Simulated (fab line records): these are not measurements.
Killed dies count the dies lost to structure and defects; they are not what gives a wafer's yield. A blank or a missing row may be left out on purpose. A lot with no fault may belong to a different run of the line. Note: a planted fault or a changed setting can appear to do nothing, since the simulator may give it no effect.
A lot that was struck, set against a sound lot    flow gf180mcu    18 out of 602 route steps
Sound: the wafers L731.1, L731.2, L731.5. Wafers L745.2, L745.5, L745.6 were the ones struck. The cause comes at the end.
Order at every step that has rows: each side's tool, ch and its chambers, its first start. Under that, the readings that differ: sound wafers    struck wafers    difference of the means    sigmas: that difference in standard deviations of wafers without a fault.
alike: readings with means less than 2 such deviations apart, plus words and numbers identical on both sides. not compared: withheld readings, readings lacking a value on some wafer, bounds such as >300 that could conceal the same value, and numbers that have no deviation in the record and whose values overlap.
A row with sigmas, a row that says differs or no value, or rows on one side alone: a step with any of these is where the two part. Non-overlapping numbers with no deviation appear without sigmas and do not part them. A reading that every wafer of one side lacks parts them only if that side has two wafers or more.

first, 1 step without rows for these wafers: GF_STI_CVD_23 (deposits SiO2, target thk 650 nm, time 108.3 s).
GF_STI_THK_MEAS_24:
  sound on film metro-04 at day 3 21:47; struck on film metro-03 at day 6 20:43
  alike: STI_CVD_23_THK
GF_STI_CMP_25: polishes, stops on Si3N4, t overpolish 33 s, target thk 524.6 nm.
  sound on cmp-02 ch 0,3, day 3 21:53; struck on cmp-02 ch 1,2, day 6 20:46
  alike: motor current A, overpolish run s, retaining ring pressure frac, time to endpoint s
then, 4 steps without rows for these wafers: GF_STI_WET_ETCH_26 (etches SiO2 in dHF, target depth 94 nm, time 188 s); GF_STI_WET_ETCH_27 (etches Si3N4 in H3PO4, target depth 160 nm, time 1825 s); GF_STI_WET_ETCH_28 (etches SiO2 in dHF, target depth 20 nm, time 40 s); GF_STI_OXIDATION_29 (stabilise 600 s, purge 300 s, target thk 10 nm).
GF_STI_THK_MEAS_30:
  sound on film metro-04 at day 4 01:56; struck on film metro-03 at day 6 23:05
reading                    sound           struck             difference  sigmas
STI_OXIDATION_02_THK (nm)  9.72 9.63 9.69  10.18 10.16 10.18  +0.49       +3
then, 4 steps without rows for these wafers: GF_DNWELL_DEHYDRATE_00 (time 60 s); GF_DNWELL_HMDS_01 (prime time 60 s); GF_DNWELL_COAT_02 (resist thk 3000 nm); GF_DNWELL_SOFTBAKE_03.
GF_DNWELL_EXPOSE_04: exposes mask DNWELL, target cd 1700 nm.
  sound on iline stepper-02 ch 0, day 4 08:44; struck on iline stepper-01, day 7 06:55
  no value came back on the struck wafers for exposure dose mJ cm2, focus offset nm (nm), na; on the sound wafers exposure dose mJ cm2 reads 259.79 259.67 259.60
  alike: mask
then, 3 steps without rows for these wafers: GF_DNWELL_PEB_05; GF_DNWELL_DEVELOP_06 (develop time 60 s); GF_DNWELL_IMPLANT_07.
GF_DNWELL_STRIP_08: strips in O2/N2.
  sound on plasma asher-04 ch 0,1, day 4 15:38; struck on plasma asher-03 ch 0,1, day 7 14:44
reading                       sound              struck             difference  sigmas
strip time to endpoint s (s)  37.11 37.12 37.12  36.85 36.95 36.92  -0.21       -2
  alike: drypump motor current A, heater power w, oes product au
  not compared: rf hours counter h
GF_DNWELL_TW_MEAS_09:
  sound on film metro-02 at day 4 15:44; struck on film metro-02 at day 7 15:04
reading    sound           struck    difference  sigmas
DNWELL_TW  1356 1357 1352  31 31 31  -1324       -88
  not compared: hold

## WHERE THEY PART
At GF_STI_THK_MEAS_30 first; at GF_DNWELL_TW_MEAS_09 last (within this record only).

WHY: whatever the simulator had introduced
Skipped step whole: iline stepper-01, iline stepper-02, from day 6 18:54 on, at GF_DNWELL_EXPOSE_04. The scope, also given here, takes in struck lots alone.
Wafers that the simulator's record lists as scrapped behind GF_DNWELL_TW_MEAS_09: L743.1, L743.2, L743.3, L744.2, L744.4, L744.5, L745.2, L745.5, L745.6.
